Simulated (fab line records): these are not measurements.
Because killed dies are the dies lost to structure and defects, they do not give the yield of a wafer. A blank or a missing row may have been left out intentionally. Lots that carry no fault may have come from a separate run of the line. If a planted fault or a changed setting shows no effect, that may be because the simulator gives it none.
Which tool was responsible? | flow sky130 | 11 lots with 33 wafers sampled at 5 steps, on a route of 708 steps

## WHAT THE GAUGES SHOWED, per wafer
SKY_CONTACT_THK_MEAS_01. Usual: CONTACT_CVD_00_THK 74.8 nm, standard deviation 1.
lot  | measured     | on            | CONTACT_CVD_00_THK (nm) | flag
L694 | day 30 05:52 | film metro-04 | 73.4 73.4 74.9          |
L696 | day 31 04:44 | film metro-02 | 74.6 74.1 74.9          |
L699 | day 32 04:32 | film metro-02 | 74.4 75.8 74.1          |
L700 | day 32 15:11 | film metro-04 | 74.5 75.4 74.3          |
L705 | day 34 10:42 | film metro-02 | 74.7 76.6 75.4          |
L707 | day 34 20:55 | film metro-04 | 74.6 75.1 76.5          |
L710 | day 35 17:58 | film metro-04 | 73.8 75.1 75.8          |
L711 | day 36 08:19 | film metro-02 | 75.9 75.7 75.4          |
L715 | day 37 01:02 | film metro-02 | 75.8 75.1 76.2          |
L714 | day 37 11:29 | film metro-04 | 75.9 76.0 76.7          |
L717 | day 37 20:52 | film metro-04 | 72.1 73.4 73.0          |

SKY_CONTACT_THK_MEAS_03. Usual: CONTACT_HDPCVD_THK 562 nm, standard deviation 5.3.
lot  | measured     | on            | CONTACT_HDPCVD_THK (nm) | flag
L694 | day 30 05:59 | film metro-03 | 567 561 571             |
L696 | day 31 04:52 | film metro-03 | 556 562 567             |
L699 | day 32 04:40 | film metro-04 | 559 566 558             |
L700 | day 32 15:19 | film metro-03 | 554 559 555             |
L705 | day 34 10:49 | film metro-03 | 568 554 566             |
L707 | day 34 21:03 | film metro-03 | 558 563 575             |
L710 | day 35 18:05 | film metro-02 | 562 558 564             |
L711 | day 36 08:29 | film metro-04 | 572 560 556             |
L715 | day 37 01:10 | film metro-04 | 562 563 561             |
L714 | day 37 11:37 | film metro-02 | 550 558 556             |
L717 | day 37 20:59 | film metro-02 | 576 561 560             |

SKY_VIA1_BOW_MEAS_03. Usual: VIA1_BOW 79 um, standard deviation 7.
lot  | measured     | on            | VIA1_BOW (um) | flag
L694 | day 32 15:59 | film metro-03 | 75 86 74      |
L696 | day 33 14:20 | film metro-01 | 75 61 77      |
L699 | day 34 12:56 | film metro-03 | 86 84 78      |
L700 | day 35 00:18 | film metro-02 | 74 85 81      |
L705 | day 36 19:55 | film metro-03 | 95 79 69      |
L707 | day 37 04:49 | film metro-03 | 80 75 79      |
L710 | day 38 02:20 | film metro-01 | 84 75 84      |
L711 | day 38 15:43 | film metro-02 | 92 96 83      |
L715 | day 39 07:40 | film metro-02 | 79 77 74      |
L714 | day 39 17:07 | film metro-01 | 84 93 72      |
L717 | day 40 03:19 | film metro-03 | 75 72 71      |

## WHAT TOOL EACH LOT RAN ON (gives the tool, then ch and the chambers of the sampled wafers, and finally the start)
lot  | SKY_METAL1_METAL_ETCH_19          | SKY_METAL1_STRIP_20
L694 | rie metal-04 ch 0, day 32 14:44   | plasma asher-02 ch 1, day 32 14:49
L696 | rie metal-01 ch 0,1, day 33 13:04 | plasma asher-01 ch 0,1, day 33 13:10
L699 | rie metal-03 ch 0, day 34 11:40   | plasma asher-01 ch 0, day 34 11:51
L700 | rie metal-03 ch 0, day 34 23:01   | plasma asher-04 ch 0,1, day 34 23:12
L705 | rie metal-03 ch 0, day 36 18:41   | plasma asher-02 ch 0,1, day 36 18:50
L707 | rie metal-03 ch 0, day 37 03:34   | plasma asher-04 ch 0,1, day 37 03:45
L710 | rie metal-01 ch 0,1, day 38 00:58 | plasma asher-04 ch 0,1, day 38 01:03
L711 | rie metal-01 ch 0,1, day 38 14:34 | plasma asher-04 ch 0,1, day 38 14:39
L715 | rie metal-01 ch 0, day 39 06:29   | plasma asher-01 ch 0,1, day 39 06:34
L714 | rie metal-04 ch 0,1, day 39 15:55 | plasma asher-04 ch 0, day 39 16:01
L717 | rie metal-03 ch 0,1, day 40 02:07 | plasma asher-04 ch 0,1, day 40 02:13
- SKY_METAL1_METAL_ETCH_19: etches the open film in Cl2/BCl3, stops on SiO2, target depth 360 nm, time 78 s.
- SKY_METAL1_STRIP_20: strips in O2/N2.

## AS READ BY THE TOOLS THEMSELVES (means over the sampled wafers that have a number; for cases with no such wafer, the mark the record gives instead)
SKY_METAL1_METAL_ETCH_19. Usual: drypump motor current A 5.9 A, standard deviation 0.73; he backside leak sccm 3.40 sccm, standard deviation 0.26; oes product au 0.855 a.u., standard deviation 0.0055; rf fwd power W 893.4 W, standard deviation 2.8; throttle valve pct 22.263 %, standard deviation 0.0083.
lot  | tool         | drypump motor current A (A) | he backside leak sccm (sccm) | oes product au (a.u.) | rf fwd power W (W) | throttle valve pct (%) | flag
L694 | rie metal-04 | 6.3                         | 3.62                         | 0.856                 | 890.6              | 22.260                 |
L696 | rie metal-01 | 5.6                         | 3.75                         | 0.853                 | 889.5              | 22.268                 |
L699 | rie metal-03 | 6.8                         | 3.39                         | 0.855                 | 894.5              | 22.276                 |
L700 | rie metal-03 | 6.8                         | 3.32                         | 0.853                 | 892.7              | 22.268                 |
L705 | rie metal-03 | 6.8                         | 3.51                         | 0.862                 | 892.5              | 22.256                 |
L707 | rie metal-03 | 6.8                         | 3.34                         | 0.857                 | 893.5              | 22.269                 |
L710 | rie metal-01 | 5.2                         | 3.41                         | 0.852                 | 890.4              | 22.270                 |
L711 | rie metal-01 | 5.6                         | 3.37                         | 0.858                 | 894.2              | 22.259                 |
L715 | rie metal-01 | 5.9                         | 3.22                         | 0.848                 | 895.9              | 22.264                 |
L714 | rie metal-04 | 6.0                         | 3.44                         | 0.850                 | 891.4              | 22.263                 |
L717 | rie metal-03 | 5.9                         | 3.31                         | 0.860                 | 894.2              | 22.261                 |

SKY_METAL1_STRIP_20. Usual: drypump motor current A 5.6 A, standard deviation 0.39; n2 flow sccm 300.1 sccm, standard deviation 0.89; o2 flow sccm 3000 sccm, standard deviation 9.7; oes product au 0.343 a.u., standard deviation 0.0051; strip time to endpoint s 2.70 s, standard deviation 0.052.
lot  | tool            | drypump motor current A (A) | n2 flow sccm (sccm) | o2 flow sccm (sccm) | oes product au (a.u.) | strip time to endpoint s (s) | flag
L694 | plasma asher-02 | 5.3                         | 299.6               | 3001                | 0.347                 | 2.81                         |
L696 | plasma asher-01 | 6.0                         | 300.2               | 3007                | 0.345                 | 2.70                         |
L699 | plasma asher-01 | 5.3                         | 300.1               | 2995                | 0.341                 | 2.70                         |
L700 | plasma asher-04 | 5.5                         | 299.8               | 2992                | 0.337                 | 2.71                         |
L705 | plasma asher-02 | 5.6                         | 300.9               | 2998                | 0.305                 | 1.75                         | OFF
L707 | plasma asher-04 | 5.6                         | 299.4               | 3009                | 0.298                 | 1.73                         | OFF
L710 | plasma asher-04 | 5.3                         | 301.3               | 3008                | 0.344                 | 2.64                         |
L711 | plasma asher-04 | 5.3                         | 300.1               | 2996                | 0.342                 | 2.72                         |
L715 | plasma asher-01 | 5.6                         | 299.6               | 3003                | 0.344                 | 2.69                         |
L714 | plasma asher-04 | 5.8                         | 299.5               | 2992                | 0.345                 | 2.75                         |
L717 | plasma asher-04 | 5.3                         | 300.3               | 3017                | 0.348                 | 2.72                         |

## THE ANSWER, worked out from the rows above alone
Rule: a lot counts as off when the mean over its wafers that have a number is more than 3 standard deviations away from the usual mean. Also off: a lot with no number at a reading for which 4 or more lots have one. Where the step has rows for the other lots, those lots are counted as sound. Order of review: gauges by route order, followed by the tools' own readings, for which a lot's mean as printed above is used. At the first step where some lot is off, the reading lying furthest off is the one used; lots without a number count as furthest.
Off, at SKY_METAL1_STRIP_20 on strip time to endpoint s: L705, L707.
If a tool, at that step or one of the process steps before it, ran each lot that is off and ran no sound lot following the first of them, it fits. Not one of the candidates tried fits.

## WHAT THE SIMULATOR PUT IN
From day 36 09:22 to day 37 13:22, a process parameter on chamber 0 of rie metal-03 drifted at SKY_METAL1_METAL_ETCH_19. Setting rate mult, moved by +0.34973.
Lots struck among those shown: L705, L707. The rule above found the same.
